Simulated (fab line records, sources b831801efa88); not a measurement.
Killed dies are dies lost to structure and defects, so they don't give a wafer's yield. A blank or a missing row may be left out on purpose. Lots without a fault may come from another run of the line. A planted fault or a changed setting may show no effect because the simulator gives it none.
Problem report in the 8D (eight disciplines) form, filled by code | flow sky130 | the parts of the form that need people (team, actions taken, sign-off) are left out

1. THE PROBLEM
chamber_pressure_pa at SKY_METAL3_SPUTTER_02 reads a mean of 0.4524 Pa on 2 wafers of 2 lots; wafers without a fault read 0.4000 Pa with a standard deviation of 0.00078. That is +67 standard deviations from the usual mean.
The step: material AlCu, target thk 735 nm, time 39.1 s.
First seen on wafer L894.1, day 40 12:45, on pvd_sputter-01. The record holds 36 wafers of 12 lots with a number at this step. Rule for "out", or "out of limits": more than 4 standard deviations from the usual mean. The other wafers with a number count as sound.

2. WHAT IT IS AND WHAT IT IS NOT
question                    | is                  | is not
which readings at this step | chamber_pressure_pa | throttle_valve_pct
which lots                  | L894, L895          | L881, L884, L885, L886, L889, L890, L892, L893, L903, L904
which wafers of those lots  | L894.1, L895.6      | L894.2, L894.3, L895.1, L895.3
read on which tools         | pvd_sputter-01      | pvd_sputter-03
when                        | from day 40 12:45   | up to then (26 sound wafers); but 8 sound wafers of L895, L903, L904 came after

3. SUSPECTS, AND WHAT RULES EACH OUT
Counting: a tool at a process step up to the reading stays a suspect if it ran every lot that is out. Sound lots after the first of them don't rule it out here, since some wafers of a struck lot are sound.
- pvd_sputter-01 at SKY_METAL3_SPUTTER_02 (material AlCu, target thk 735 nm, time 39.1 s): kept. It ran every lot that is out, first L894 (day 40 12:45); its last sound lot up to then is L893 (day 40 08:50). Its own readings are out on those wafers: chamber_pressure_pa.
Left after counting: pvd_sputter-01 at SKY_METAL3_SPUTTER_02.

4. THE CAUSE (what the simulator had put in)
Process parameter drift: pvd_sputter-01, from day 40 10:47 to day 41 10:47, at SKY_METAL3_SPUTTER_02. Setting chamber_pressure_pa, moved by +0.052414, from 0.4. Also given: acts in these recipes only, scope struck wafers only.
Counting left only this tool.

5. THE CHAIN OF EFFECTS, in route order
Each row: a reading whose mean over the struck wafers that have a number lies more than 3 standard deviations from the usual. Only readings for which the record gives a usual standard deviation are gone through. hours: the time from each lot's start at the first step in this table that gives one to its start at this step, as a median over the lots. sigmas: the change in usual standard deviations.
hours | step                  | reading             | usual     | on struck wafers | change  | sigmas
0     | SKY_METAL3_SPUTTER_02 | chamber_pressure_pa | 0.4000 Pa | 0.4524           | +0.0524 | +67
The process steps in it:
- SKY_METAL3_SPUTTER_02: material AlCu, target thk 735 nm, time 39.1 s.

6. WHAT WOULD HAVE CAUGHT IT SOONER
In this record the first reading out of limits was taken at day 40 12:45, 2 hours after the fault began at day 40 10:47.
